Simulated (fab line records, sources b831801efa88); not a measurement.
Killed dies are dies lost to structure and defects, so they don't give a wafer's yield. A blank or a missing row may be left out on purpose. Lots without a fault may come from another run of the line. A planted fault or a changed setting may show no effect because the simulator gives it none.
Chamber matching | flow gf180mcu | GF_PASSIVATION_ETCH_11 on rie_diel-01: 3 sister chambers
The step etches the open film in CF4/O2, stops on TiN, target depth 2040 nm, time 453.3 s. 6 wafers are shown with their chamber, then 5 later ones without.

WAFERS WITH THEIR CHAMBER
wafer  | chamber | drypump_motor_current_A (A) | oes_product_au (a.u.)
L347.5 | 3       | 5.8                         | 0.992
L349.3 | 3       | 5.8                         | 0.994
L353.4 | 2       | 6.0                         | 0.984
L353.6 | 1       | 5.6                         | 0.988
L356.1 | 2       | 6.0                         | 0.980
L356.2 | 1       | 5.7                         | 0.985

WAFERS WITHOUT THEIR CHAMBER
wafer  | drypump_motor_current_A (A) | oes_product_au (a.u.)
L360.4 | 5.8                         | 0.993
L360.5 | 6.0                         | 0.980
L360.6 | 5.6                         | 0.989
L366.4 | 5.8                         | 1.000
L366.5 | 5.8                         | 0.994

WHICH CHAMBER EACH WENT THROUGH
wafer  | from the rows above | in truth
L360.4 | 3                   | 3
L360.5 | 2                   | 2
L360.6 | 1                   | 1
L366.4 | 3                   | 3
L366.5 | 3                   | 3
Placed correctly: 5 of 5. Can't be placed from these rows: 0. Placed wrongly: 0.
How it was worked out, from the rows above alone: a wafer's distance from a chamber is the root of the sum, over the readings, of the square of ((its reading less the chamber's mean) divided by the reading's scatter). The wafer belongs to the nearest chamber; if the next one is less than 2 further off, it can't be placed. A chamber's mean is the mean of its shown wafers. The scatter: the root of (the sum of the squares of (reading less its chamber's mean) over the shown wafers, divided by (wafers less chambers)).
